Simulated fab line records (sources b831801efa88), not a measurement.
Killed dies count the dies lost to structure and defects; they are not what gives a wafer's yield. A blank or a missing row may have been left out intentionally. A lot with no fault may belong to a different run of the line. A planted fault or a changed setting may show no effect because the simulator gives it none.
Matching of chambers | flow sky130 | SKY_VIA2_ETCH_15 on rie_diel-04: 4 sister chambers
The step etches SiO2 in C4F8/O2/Ar, stops on TiN, target depth 546 nm, time 84 s. 8 wafers are shown with their chamber, then 8 later ones without.

== EACH WAFER AND ITS CHAMBER ==
wafer  | chamber | rf_fwd_power_W (W) | oes_product_au (a.u.)
L082.1 | 1       | 1492               | 0.945
L082.5 | 3       | 1491               | 0.943
L082.6 | 0       | 1491               | 0.935
L087.6 | 1       | 1494               | 0.940
L090.3 | 2       | 1489               | 0.942
L090.4 | 3       | 1480               | 0.947
L090.5 | 2       | 1496               | 0.946
L092.3 | 0       | 1493               | 0.944

== WAFERS WITH NO CHAMBER GIVEN ==
wafer  | rf_fwd_power_W (W) | oes_product_au (a.u.)
L092.5 | 1492               | 0.946
L092.6 | 1497               | 0.938
L093.1 | 1487               | 0.941
L093.2 | 1487               | 0.937
L093.4 | 1491               | 0.938
L096.1 | 1488               | 0.937
L096.2 | 1490               | 0.937
L096.4 | 1491               | 0.941

== CHAMBER TAKEN BY EACH ==
wafer  | from the rows above               | in truth
L092.5 | can't be placed: 2 or 1 or 3 or 0 | 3
L092.6 | can't be placed: 0 or 1 or 2 or 3 | 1
L093.1 | can't be placed: 3 or 0 or 1 or 2 | 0
L093.2 | can't be placed: 0 or 1 or 3 or 2 | 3
L093.4 | can't be placed: 0 or 1 or 2 or 3 | 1
L096.1 | can't be placed: 0 or 1 or 2 or 3 | 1
L096.2 | can't be placed: 0 or 1 or 2 or 3 | 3
L096.4 | can't be placed: 0 or 1 or 2 or 3 | 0
Placed correctly: 0 of 8. Cannot be placed on the basis of these rows: 8; the candidates contain the true chamber in 8. Wrongly placed: 0.
How it was worked out, from the rows above alone: a wafer's distance from a chamber is the root of the sum, over the readings, of the square of ((its reading less the chamber's mean) divided by the reading's scatter). The wafer belongs to the nearest chamber; if the next one is less than 2 further off, it can't be placed. Each chamber's mean is taken over the wafers shown for it. How the scatter is found: for the shown wafers, subtract from each reading the mean of its chamber, square and add these, divide the total by (wafers less chambers), then take the root.
